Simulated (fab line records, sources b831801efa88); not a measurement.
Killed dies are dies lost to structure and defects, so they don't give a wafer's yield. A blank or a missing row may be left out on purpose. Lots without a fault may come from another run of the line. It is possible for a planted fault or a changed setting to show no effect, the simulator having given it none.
Chamber matching ; flow sky130 ; cmp-01 running SKY_VIA2_CMP_02: 4 sister chambers
The step polishes SiO2. 16 wafers are shown with their chamber, then 8 later ones without.

== EACH WAFER AND ITS CHAMBER ==
wafer;chamber;motor current A (A);platen rpm (rpm);edge zone pressure frac
L632.1;0;11.8;59.97;0.998
L632.2;2;15.6;59.91;0.999
L632.4;3;9.4;60.02;0.992
L634.1;2;15.3;60.05;0.990
L634.2;3;9.4;60.05;1.007
L634.4;0;11.9;59.92;1.010
L638.2;0;11.5;60.04;0.997
L638.3;1;13.4;60.02;1.002
L638.6;0;12.5;60.02;0.999
L639.3;1;13.6;60.01;1.002
L639.4;3;9.7;60.05;1.011
L639.5;2;15.4;60.06;0.995
L644.1;1;13.8;60.00;0.990
L644.2;2;15.7;59.99;1.003
L644.6;0;12.3;59.94;1.002
L645.1;0;11.9;60.03;0.996

SIGNATURES, as means of the wafers listed above
reading;chamber 0;chamber 1;chamber 2;chamber 3;scatter within a chamber
motor current A;11.983;13.600;15.500;9.500;0.272
platen rpm;59.9867;60.0100;60.0025;60.0400;0.0481
edge zone pressure frac;1.00033;0.99800;0.99675;1.00333;0.0066
Rule: for a wafer and a chamber, the distance is found by dividing, reading by reading, the gap between the wafer's reading and the chamber's mean by the reading's scatter, squaring, summing and taking the root. The wafer belongs to the nearest chamber; if the next one is less than 2 further off, it can't be placed. The scatter is the square root of a quotient: the sum, over the shown wafers, of each reading's squared deviation from its chamber's mean, divided by wafers minus chambers.

== WAFERS WITH NO CHAMBER GIVEN ==
wafer;motor current A (A);platen rpm (rpm);edge zone pressure frac
L645.2;15.0;60.02;1.004
L645.4;9.7;59.98;0.984
L646.3;13.7;59.96;0.999
L646.4;9.7;59.99;0.993
L646.6;13.2;59.98;1.000
L647.1;11.7;59.98;0.996
L647.3;15.3;60.00;0.991
L647.4;13.7;59.93;1.005

== THE CHAMBER EACH PASSED THROUGH ==
wafer;from the rows above;in truth
L645.2;2;2
L645.4;3;3
L646.3;1;1
L646.4;3;3
L646.6;1;1
L647.1;0;0
L647.3;2;2
L647.4;1;1
Correctly placed: 8 of 8. Number that these rows cannot place: 0. Wrongly placed: 0.
